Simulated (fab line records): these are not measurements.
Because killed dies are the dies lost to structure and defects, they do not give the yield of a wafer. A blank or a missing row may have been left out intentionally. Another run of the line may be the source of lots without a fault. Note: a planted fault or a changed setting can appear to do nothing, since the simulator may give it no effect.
Which tool was responsible? | flow sky130 | 11 lots (32 wafers sampled), 1 step of a 708-step route

WHAT THE GAUGES READ, wafer by wafer
SKY_CONTACT_RS_MEAS_25: measurement is done with a four-point probe.
lot  | measured     | on           | CONTACT_W_RS (ohm/sq)
L442 | day 32 09:25 | filmMetro-01 | 0.339 0.337 0.338
L444 | day 32 17:49 | filmMetro-02 | 0.340 0.344 0.336
L445 | day 33 04:30 | filmMetro-01 | 0.334 0.334 0.335
L446 | day 33 12:32 | filmMetro-04 | 0.334 0.336 0.333
L447 | day 33 14:52 | filmMetro-01 | 0.336 0.335 0.337
L454 | day 36 00:37 | filmMetro-04 | 0.340 0.339 0.332
L455 | day 36 11:18 | filmMetro-04 | 0.336 0.337 0.339
L458 | day 36 23:03 | filmMetro-04 | 0.341 0.339 0.334
L461 | day 38 07:13 | filmMetro-02 | 0.335 0.332 0.333
L463 | day 38 15:54 | filmMetro-01 | 0.337 0.336 0.337
L465 | day 38 21:11 | filmMetro-01 | 0.336 0.337

WHICH TOOL RAN EACH LOT (tool, then ch and the chambers of the sampled wafers, then the start)
The record shows no process step preceding these readings.

THE ANSWER, worked out from the rows above alone
Rule: the lots themselves supply what counts as usual. Put in order of their means at a reading, lots are off if they are a third of the lots or fewer, leave a main group of 4 or more, and stand apart from it by a gap of 3 or more times the standard deviation of the main group's means; of several such gaps the widest counts. A main group is skipped when, at the precision printed for the reading in the tables above, its means are all equal. Also off: a lot with no number at a reading for which 4 or more lots have one. The other lots that the step has rows for count as sound.
None of the lots is off at any reading shown; this tells nothing.

WHAT THE SIMULATOR HAD INSERTED
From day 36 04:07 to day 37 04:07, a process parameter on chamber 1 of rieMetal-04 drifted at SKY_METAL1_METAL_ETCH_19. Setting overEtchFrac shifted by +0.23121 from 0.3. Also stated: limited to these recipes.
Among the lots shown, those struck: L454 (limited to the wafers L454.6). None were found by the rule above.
